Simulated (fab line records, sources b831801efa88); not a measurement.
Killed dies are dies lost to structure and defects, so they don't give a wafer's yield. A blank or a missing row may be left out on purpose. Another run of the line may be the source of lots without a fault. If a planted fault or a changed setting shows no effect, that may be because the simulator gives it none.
Split-lot study ; flow gf180mcu ; 23 wafers read from 5 lots, route of 602 steps

## ON THE SPLIT
At GF_POLY_GATE_CVD_00 (deposits poly-Si, target thk 200 nm, time 1200 s), the setting temp c was moved away from the recipe's 620 C on 20 of the 23 wafers read, by -2.6% to +2.5%. All remaining wafers had this setting at the recipe value.

Between the split and the reading, the file records no step.

## THE READING
POLY_GATE_CVD_00_THK in nanometres, read at GF_POLY_GATE_THK_MEAS_01. Typical for fault-free wafers on this fab line: 199.6 nm, with standard deviation 2.2 nm.

wafer;tool, chamber at the split;temp c as run, C;against the recipe;POLY_GATE_CVD_00_THK, nm;against lot-mates on the recipe
L077.4;lpcvd-01, 1;620;recipe;202.7;-
L077.5;lpcvd-01, 1;620;recipe;204.2;-
L077.6;lpcvd-01, 1;620;recipe;204.0;-
L081.1;-, -;628.9;+1.4%;246.2;no lot-mate on the recipe
L081.2;-, -;628.9;+1.4%;246.0;no lot-mate on the recipe
L081.3;-, -;628.9;+1.4%;247.5;no lot-mate on the recipe
L081.5;-, -;628.9;+1.4%;248.1;no lot-mate on the recipe
L081.6;-, -;628.9;+1.4%;246.2;no lot-mate on the recipe
L080.1;-, -;603.9;-2.6%;134.8;no lot-mate on the recipe
L080.2;-, -;603.9;-2.6%;135.2;no lot-mate on the recipe
L080.3;-, -;603.9;-2.6%;134.5;no lot-mate on the recipe
L080.4;-, -;603.9;-2.6%;135.4;no lot-mate on the recipe
L080.6;-, -;603.9;-2.6%;134.5;no lot-mate on the recipe
L083.1;-, -;635.5;+2.5%;284.7;no lot-mate on the recipe
L083.2;-, -;635.5;+2.5%;284.8;no lot-mate on the recipe
L083.3;-, -;635.5;+2.5%;286.3;no lot-mate on the recipe
L083.4;-, -;635.5;+2.5%;283.6;no lot-mate on the recipe
L083.5;-, -;635.5;+2.5%;285.0;no lot-mate on the recipe
L084.1;-, -;606.8;-2.1%;145.2;no lot-mate on the recipe
L084.2;-, -;606.8;-2.1%;144.6;no lot-mate on the recipe
L084.3;-, -;606.8;-2.1%;143.1;no lot-mate on the recipe
L084.4;-, -;606.8;-2.1%;146.3;no lot-mate on the recipe
L084.5;-, -;606.8;-2.1%;146.3;no lot-mate on the recipe

THE FIT
A straight line over all 23 wafers: POLY_GATE_CVD_00_THK changes by +29.2 nm for each +1% of temp c; r = +1.00; the points scatter about the line by 3.4 nm.
Too few moved wafers have a lot-mate on the recipe to fit a line with each lot's own level taken away.

## THE WHOLE CHAIN: every reading that the file lists as answering this split, in the file's order
step;what it does;reading;change (the file's fit);r (the file's)
GF_POLY_GATE_CVD_00;deposits poly-Si, target thk 200 nm, time 1200 s;poly-Si_of_POLY_GATE_CVD_00.thk nm (the simulator's own value, which no gauge read);+29.2 nm for each +1% of the setting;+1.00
GF_POLY_GATE_THK_MEAS_01;;POLY_GATE_CVD_00_THK;+29.2 for each +1% of the setting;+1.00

## THE FILE'S OWN FIT
POLY_GATE_CVD_00_THK changes by +29.2 nm for each +1% of temp c, r = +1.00.
